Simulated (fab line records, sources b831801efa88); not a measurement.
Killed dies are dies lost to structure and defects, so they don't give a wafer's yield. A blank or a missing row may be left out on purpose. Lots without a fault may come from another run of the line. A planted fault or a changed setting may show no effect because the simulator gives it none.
fab line records | flow gf180mcu
record lots=13 wafers=39 last_day=34
route steps=602 shown MVPSD@86 POLY_GATE@175 SALICIDE@286 CONTACT@291
lots that met no fault: from a run of the same line without faults
start_h: hours from the record's first day to the start of the lot's first wafer shown | wait_h: hours since the lot's step before | " the same as in the row above | L1.1+2: a row that stands for several wafers | - no value, or no start given | * or withheld: withheld | < > ~ a bound
route shown NAME@n: a module of which the file shows steps, and the number in the route of the first | usual: mean/standard deviation of fault-free wafers | same: alike in all rows | chamber/n: place in a boat | sites: the reading at each site | _std_site: their standard deviation | _edge_site: outer sites' mean less inner sites' | radius_mm: how far each site lies from the wafer's centre | mask NAME#n: copy n | behind: the tool/chamber that last shaped the wafer | hold: why the lot was held/for how many hours/how that ended | device: the transistor (n, p or np) that didn't switch | end of line: the same wafers' tests at the end of the route | a step without rows: its recipe alone | killed: dies lost to structure and defects at the first sort, not the wafer's yield | map: a wafer's dies, x killed, . not, _ none there
set.NAME: the setting as run; set.NAME@STEP: as run at that earlier step | model.NAME: the simulator's own value behind a step, which no gauge read
steps of the route over a sample of lots; a table a step, a row a wafer
services: from which hour (start_h, from the record's first day; less than 0 if before it) a tool's chamber was out of use, for how many hours, and why
## steps
# step GF_MVPSD_IMPLANT_08
# recipe species=B energy_kev=170 dose_cm2=1.5e+13 tilt_deg=0
# usual tilt_deg=-0.001/0.021
# columns lot.wafer tool chamber start_h wait_h tilt_deg
L727.1 implanter-01 0 93.48 0.0 -0.026
L727.2 " 0 " " -0.020
L727.4 " 0 " " -0.046
L730.2 implanter-01 0 111.44 0.0 -0.016
L730.5 " 0 " " -0.015
L730.6 " 0 " " -0.042
L730.2 implanter-01 0 111.75 0.3 0.007
L730.5 " 0 " " -0.032
L730.6 " 0 " " -0.021
L731.1 implanter-02 0 119.63 0.0 -0.003
L731.3 " 0 " " -0.045
L731.6 " 0 " " 0.030
L731.1 implanter-02 0 119.95 0.3 -0.002
L731.3 " 0 " " -0.024
L731.6 " 0 " " -0.017
L732.1 implanter-02 0 128.28 0.0 0.033
L732.2 " 0 " " -0.008
L732.5 " 0 " " -0.007
L733.2 implanter-01 0 136.68 0.0 0.034
L733.4 " 0 " " 0.022
L733.6 " 0 " " 0.016
L740.1 implanter-04 0 175.48 0.0 -0.017
L740.3 " 0 " " -0.013
L740.5 " 0 " " -0.029
L740.1 implanter-04 0 175.80 0.3 0.005
L740.3 " 0 " " -0.010
L740.5 " 0 " " 0.015
L743.2 implanter-04 0 190.63 0.0 0.025
L743.5 " 0 " " 0.018
L743.6 " 0 " " -0.022
L744.3 implanter-01 0 197.76 0.1 -0.023
L744.4 " 0 " " -0.022
L744.6 " 0 " " -0.026
L746.1 implanter-01 0 211.85 0.0 0.025
L746.3 " 0 " " 0.012
L746.4 " 0 " " 0.016
L747.2 implanter-02 0 213.78 0.0 0.003
L747.3 " 0 " " -0.001
L747.4 " 0 " " -0.004
L748.2 implanter-02 0 220.43 0.0 -0.012
L748.3 " 0 " " -0.035
L748.5 " 0 " " -0.004
L749.2 implanter-01 0 228.33 0.0 -0.019
L749.5 " 0 " " 0.008
L749.6 " 0 " " -0.013
L750.1 implanter-04 0 235.28 0.0 -0.008
L750.2 " 0 " " -0.005
L750.6 " 0 " " 0.000
# step GF_MVPSD_TW_MEAS_11
# usual MVPSD_TW=549/3
# columns lot.wafer tool chamber start_h wait_h MVPSD_TW
L727.1 film_metro-04 - 93.88 0.1 550
L727.2 " - " " 547
L727.4 " - " " 553
L730.2 film_metro-04 - 112.14 0.1 663
L730.5 " - " " 660
L730.6 " - " " 659
L731.1 film_metro-04 - 120.35 0.1 657
L731.3 " - " " 659
L731.6 " - " " 657
L732.1 film_metro-01 - 128.68 0.1 549
L732.2 " - " " 550
L732.5 " - " " 548
L733.2 film_metro-03 - 137.07 0.1 550
L733.4 " - " " 554
L733.6 " - " " 550
L740.1 film_metro-01 - 176.20 0.1 660
L740.3 " - " " 659
L740.5 " - " " 661
L743.2 film_metro-04 - 191.01 0.1 546
L743.5 " - " " 546
L743.6 " - " " 546
L744.3 film_metro-03 - 198.13 0.1 556
L744.4 " - " " 552
L744.6 " - " " 550
L746.1 film_metro-03 - 212.25 0.1 552
L746.3 " - " " 553
L746.4 " - " " 552
L747.2 film_metro-03 - 214.16 0.1 551
L747.3 " - " " 549
L747.4 " - " " 551
L748.2 film_metro-04 - 220.82 0.1 555
L748.3 " - " " 551
L748.5 " - " " 553
L749.2 film_metro-01 - 228.71 0.1 552
L749.5 " - " " 548
L749.6 " - " " 548
L750.1 film_metro-04 - 235.68 0.1 554
L750.2 " - " " 553
L750.6 " - " " 553
# step GF_VT_IMPLANT_RS_MEAS_49
# recipe thk_meas_gauge=four-point-probe
# usual MVPSD_RS=1168.1/2.8
# columns lot.wafer tool chamber start_h wait_h MVPSD_RS[ohm/sq]
L727.1 film_metro-03 - 152.26 0.1 1167.2
L727.2 " - " " 1165.8
L727.4 " - " " 1165.9
L730.2 film_metro-04 - 174.04 0.1 823.2
L730.5 " - " " 824.6
L730.6 " - " " 821.8
L731.1 film_metro-03 - 183.42 0.1 825.6
L731.3 " - " " 821.2
L731.6 " - " " 822.6
L732.1 film_metro-04 - 191.85 0.1 1161.5
L732.2 " - " " 1162.3
L732.5 " - " " 1164.3
L733.2 film_metro-01 - 202.18 0.1 1166.8
L733.4 " - " " 1171.3
L733.6 " - " " 1166.4
L740.1 film_metro-01 - 246.65 0.1 821.6
L740.3 " - " " 824.8
L740.5 " - " " 821.5
L743.2 film_metro-01 - 261.89 0.1 1161.7
L743.5 " - " " 1165.9
L743.6 " - " " 1165.8
L744.3 film_metro-04 - 271.21 0.1 1170.3
L744.4 " - " " 1168.3
L744.6 " - " " 1168.4
L746.1 film_metro-04 - 288.38 0.1 1175.4
L746.3 " - " " 1173.6
L746.4 " - " " 1172.9
L747.2 film_metro-01 - 291.52 0.1 1168.7
L747.3 " - " " 1166.3
L747.4 " - " " 1171.2
L748.2 film_metro-01 - 298.09 0.1 1168.7
L748.3 " - " " 1168.4
L748.5 " - " " 1166.4
L749.2 film_metro-03 - 307.59 0.1 1163.8
L749.5 " - " " 1170.5
L749.6 " - " " 1168.0
L750.1 film_metro-01 - 316.58 0.1 1168.4
L750.2 " - " " 1166.7
L750.6 " - " " 1170.1
# step GF_POLY_GATE_CD_MEAS_18
# usual cd_nm=280.1/1.5
# columns lot.wafer tool chamber start_h wait_h cd_nm
L727.1 cd_sem-01 - 192.82 0.1 281.5
L727.2 " - " " 281.1
L727.4 " - " " 282.2
L730.2 cd_sem-01 - 215.13 0.1 277.9
L730.5 " - " " 281.3
L730.6 " - " " 275.2
L731.1 cd_sem-02 - 224.40 0.1 280.9
L731.3 " - " " 282.2
L731.6 " - " " 280.2
L732.1 cd_sem-01 - 235.21 0.2 280.5
L732.2 " - " " 282.2
L732.5 " - " " 279.7
L733.2 cd_sem-01 - 243.72 0.1 279.9
L733.4 " - " " 279.6
L733.6 " - " " 282.6
L740.1 cd_sem-02 - 292.82 0.1 280.9
L740.3 " - " " 278.7
L740.5 " - " " 281.8
L743.2 cd_sem-02 - 309.43 0.1 278.7
L743.5 " - " " 280.8
L743.6 " - " " 282.1
L744.3 cd_sem-01 - 319.69 0.1 280.0
L744.4 " - " " 279.6
L744.6 " - " " 280.0
L746.1 cd_sem-02 - 338.21 0.1 278.5
L746.3 " - " " 278.9
L746.4 " - " " 275.6
L747.2 cd_sem-02 - 340.16 0.1 281.3
L747.3 " - " " 279.6
L747.4 " - " " 280.5
L748.2 cd_sem-02 - 349.79 0.1 281.0
L748.3 " - " " 282.9
L748.5 " - " " 282.3
L749.2 cd_sem-02 - 358.51 0.1 280.3
L749.5 " - " " 280.4
L749.6 " - " " 279.3
L750.1 cd_sem-01 - 367.74 0.1 274.8
L750.2 " - " " 279.3
L750.6 " - " " 279.1
# step GF_SALICIDE_RTA_08
# recipe temp_c=800 time_s=30 ambient=N2
# usual lamp_power_pct=15.8/0.51 wafer_temp_C_max=803.7/1.1
# columns lot.wafer tool chamber start_h wait_h lamp_power_pct wafer_temp_C_max
L727.1 rtp_anneal-01 0 333.13 0.0 16.3 803.8
L727.2 " 0 " " 16.3 803.9
L727.4 " 0 " " 16.3 805.6
L730.2 rtp_anneal-01 0 361.36 0.0 16.3 804.1
L730.5 " 0 " " 16.3 804.3
L730.6 " 0 " " 16.3 804.2
L731.1 rtp_anneal-01 0 371.30 0.0 16.3 805.8
L731.3 " 0 " " 16.3 803.9
L731.6 " 0 " " 16.3 804.9
L732.1 rtp_anneal-01 0 386.36 0.0 16.3 805.8
L732.2 " 0 " " 16.3 803.4
L732.5 " 0 " " 16.3 803.9
L733.2 rtp_anneal-02 0 396.85 0.0 15.3 803.1
L733.4 " 0 " " 15.3 803.2
L733.6 " 0 " " 15.3 803.1
L740.1 rtp_anneal-02 0 453.60 0.0 15.3 803.4
L740.3 " 0 " " 15.3 803.1
L740.5 " 0 " " 15.3 802.1
L743.2 rtp_anneal-02 0 474.94 0.0 15.3 803.9
L743.5 " 0 " " 15.3 802.6
L743.6 " 0 " " 15.3 804.2
L744.3 rtp_anneal-02 0 486.22 0.0 15.3 802.9
L744.4 " 0 " " 15.3 802.6
L744.6 " 0 " " 15.3 802.5
L746.1 rtp_anneal-02 0 506.59 0.0 15.3 802.4
L746.3 " 0 " " 15.3 802.7
L746.4 " 0 " " 15.3 803.8
L747.2 rtp_anneal-01 0 507.78 0.0 16.3 803.6
L747.3 " 0 " " 16.3 803.4
L747.4 " 0 " " 16.3 803.9
L748.2 rtp_anneal-01 0 520.74 0.0 16.3 803.7
L748.3 " 0 " " 16.3 802.6
L748.5 " 0 " " 16.3 803.5
L749.2 rtp_anneal-02 0 528.79 0.0 15.3 802.6
L749.5 " 0 " " 15.3 802.8
L749.6 " 0 " " 15.3 802.0
L750.1 rtp_anneal-01 0 538.03 0.0 16.3 804.8
L750.2 " 0 " " 16.3 804.9
L750.6 " 0 " " 16.3 804.3
# step GF_CONTACT_CMP_04
# recipe material=SiO2 down_force_psi=4 platen_rpm=60 pad_velocity_m_s=0.94248
# usual motor_current_A=12.0/0.96 retaining_ring_pressure_frac=1.000/0.005 time_to_endpoint_s=112/5.8
# columns lot.wafer tool chamber start_h wait_h motor_current_A retaining_ring_pressure_frac time_to_endpoint_s
L727.4 cmp-02 0 333.47 0.0 12.8 0.995 110
L727.1 " 1 " " 10.2 1.000 109
L727.2 " 2 " " 11.8 0.995 102
L730.2 cmp-02 0 361.72 0.1 12.9 0.998 112
L730.6 " 3 " " 11.4 1.000 117
L730.5 " 0 " " 12.4 1.000 117
L731.3 cmp-01 1 371.73 0.1 12.4 0.994 120
L731.1 " 2 " " 12.1 0.995 114
L731.6 " 0 " " 11.2 0.997 126
L732.1 cmp-02 0 386.73 0.1 13.5 1.006 104
L732.2 " 2 " " 11.5 1.005 117
L732.5 " 1 " " 10.4 0.993 120
L733.2 cmp-02 3 397.16 0.0 11.7 1.002 108
L733.4 " 0 " " 13.8 0.994 115
L733.6 " 0 " " 13.5 1.006 117
L740.3 cmp-01 1 453.94 0.0 13.2 0.998 109
L740.1 " 2 " " 12.3 0.995 110
L740.5 " 1 " " 14.2 1.002 111
L743.2 cmp-01 1 475.31 0.1 13.0 1.000 107
L743.6 " 0 " " 11.7 0.992 115
L743.5 " 1 " " 13.3 1.005 109
L744.3 cmp-01 0 487.06 0.6 11.1 0.997 114
L744.4 " 1 " " 12.5 0.997 122
L744.6 " 1 " " 13.7 0.995 120
L746.3 cmp-01 2 507.43 0.5 12.3 0.997 110
L746.1 " 3 " " 12.2 1.004 114
L746.4 " 0 " " 11.5 0.995 116
L747.4 cmp-01 1 508.15 0.1 13.5 0.997 121
L747.2 " 2 " " 12.2 0.997 107
L747.3 " 3 " " 12.1 0.996 110
L748.2 cmp-01 1 521.15 0.1 13.6 0.997 107
L748.3 " 3 " " 12.2 1.014 103
L748.5 " 1 " " 12.9 0.997 116
L749.2 cmp-01 1 529.21 0.1 13.2 1.006 105
L749.5 " 3 " " 12.4 0.995 113
L749.6 " 0 " " 11.9 1.005 112
L750.1 cmp-01 1 538.37 0.1 13.5 0.996 111
L750.2 " 2 " " 12.1 0.999 109
L750.6 " 1 " " 13.1 0.995 118
## services
# columns tool chamber start_h hours kind
implanter-01 - 103.72 2.3 repair
cmp-01 - 124.51 0.5 repair
cmp-01 - 132.53 0.5 repair
cmp-01 - 141.23 1.3 repair
rtp_anneal-01 - 176.84 3.9 pm
rtp_anneal-01 - 197.66 100.2 pm
cmp-01 - 204.72 1.0 repair
cmp-01 - 206.58 7.7 pm
implanter-01 - 230.88 61.7 repair
cmp-01 - 236.05 3.7 pm
implanter-02 - 295.16 1.1 repair
rtp_anneal-02 - 302.24 3.0 pm
implanter-02 - 304.28 5.7 pm
implanter-02 - 312.41 0.6 repair
cmp-01 - 321.74 0.4 repair
cmp-01 - 321.77 0.5 repair
cmp-01 - 323.68 2.0 repair
cmp-01 - 334.50 0.4 repair
implanter-01 - 384.72 4.7 pm
implanter-01 - 400.87 3.0 pm
cmp-01 - 404.00 4.0 pm
cmp-01 - 417.00 2.2 repair
implanter-01 - 476.87 17.8 repair
implanter-01 - 521.29 3.5 pm
## key
first_sign step=GF_MVPSD_IMPLANT_08 reading=visit direction=added
effect step=GF_MVPSD_TW_MEAS_11 reading=MVPSD_TW direction=up sigmas=36 usual=549 struck=660
effect step=GF_VT_IMPLANT_RS_MEAS_49 reading=MVPSD_RS direction=down sigmas=99+ usual=1168.1 struck=823.0
met_at GF_MVPSD_IMPLANT_08
struck_lots L730,L731,L740
tester_left_out L730,L731,L740
not_acting_at GF_POLY_GATE_CD_MEAS_18,GF_SALICIDE_RTA_08,GF_CONTACT_CMP_04
fault kind=repeated_step_whole tool=implanter-01,implanter-02,implanter-04 chamber=- onset_h=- steps=GF_MVPSD_IMPLANT_08 times=1 scope=struck_lots_only
# tester_left_out: of these lots the tester's yield and bins aren't shown, on N5 and GAA mostly nor the transistor test; their killed dies are dies lost to structure and defects alone, not to doping, threshold or leakage, so they don't give the yield
